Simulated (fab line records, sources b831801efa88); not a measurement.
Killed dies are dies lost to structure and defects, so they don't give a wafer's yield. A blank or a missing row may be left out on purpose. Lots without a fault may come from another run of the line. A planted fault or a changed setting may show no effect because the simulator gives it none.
Which tool did it? | flow sfq_line | 13 lots, 39 wafers sampled, at 2 steps of a route of 325

WHAT THE GAUGES READ, wafer by wafer
SFQ_M8_RS_MEAS_949: measures by four-point-probe. Usual: M8_AU_RS 0.1548 ohm/sq, standard deviation 0.0018.
lot  | measured     | on            | M8_AU_RS (ohm/sq)    | flag
L259 | day 75 15:15 | film_metro-01 | 0.1539 0.1536 0.1537 |
L260 | day 75 16:26 | film_metro-03 | 0.1556 0.1560 0.1564 |
L261 | day 75 22:26 | film_metro-02 | 0.1535 0.1550 0.1566 |
L262 | day 76 00:57 | film_metro-01 | 0.1560 0.1564 0.1563 |
L265 | day 76 08:01 | film_metro-02 | 0.1561 0.1549 0.1565 |
L267 | day 83 06:52 | film_metro-03 | 0.1573 0.1540 0.1571 |
L271 | day 83 16:13 | film_metro-02 | 0.1610 0.1574 0.1573 |
L272 | day 83 19:50 | film_metro-01 | 0.1572 0.1553 0.1570 |
L274 | day 84 09:10 | film_metro-03 | 0.1581 0.1532 0.1529 |
L276 | day 85 09:01 | film_metro-01 | 0.1519 0.1561 0.1560 |
L278 | day 86 01:50 | film_metro-03 | 0.1530 0.1535 0.1518 |
L280 | day 86 11:33 | film_metro-02 | 0.1543 0.1545 0.1549 |
L281 | day 88 09:04 | film_metro-01 | 0.1532 0.1527 0.1532 |

WHICH TOOL RAN EACH LOT (tool, then ch and the chambers of the sampled wafers, then the start)
lot  | SFQ_TRILAYER_M8_DEP_EVAP_196
L259 | pvd_sputter-02, day 75 14:42
L260 | pvd_sputter-02, day 75 15:54
L261 | pvd_sputter-01, day 75 21:54
L262 | pvd_sputter-02, day 76 00:20
L265 | pvd_sputter-01, day 76 07:30
L267 | pvd_sputter-01, day 83 06:20
L271 | pvd_sputter-02, day 83 15:42
L272 | pvd_sputter-01, day 83 19:18
L274 | pvd_sputter-01, day 84 08:38
L276 | pvd_sputter-01, day 85 08:29
L278 | pvd_sputter-01, day 86 01:17
L280 | pvd_sputter-01, day 86 11:01
L281 | pvd_sputter-02, day 88 08:31
- SFQ_TRILAYER_M8_DEP_EVAP_196: material Au, target thk 180 nm, time 900 s.

WHAT THE TOOLS THEMSELVES READ (means of the sampled wafers that have a number; where no wafer has one, the mark that the record gives instead)
The record holds no such reading with a usual standard deviation.

THE ANSWER, worked out from the rows above alone
Rule: a lot is off if the mean of its wafers that have a number lies more than 3 standard deviations from the usual mean. A lot without any number at a reading at which 4 lots or more have one is off too. The other lots that the step has rows for count as sound. The gauges are gone through in route order, then the tools' own readings, and for those a lot's mean is taken as printed above. The first step at which some lot is off is used, and at that step the reading that is off furthest; a lot without a number counts as furthest.
No lot is off at any reading shown: from this, nothing can be told.

WHAT THE SIMULATOR HAD PUT IN
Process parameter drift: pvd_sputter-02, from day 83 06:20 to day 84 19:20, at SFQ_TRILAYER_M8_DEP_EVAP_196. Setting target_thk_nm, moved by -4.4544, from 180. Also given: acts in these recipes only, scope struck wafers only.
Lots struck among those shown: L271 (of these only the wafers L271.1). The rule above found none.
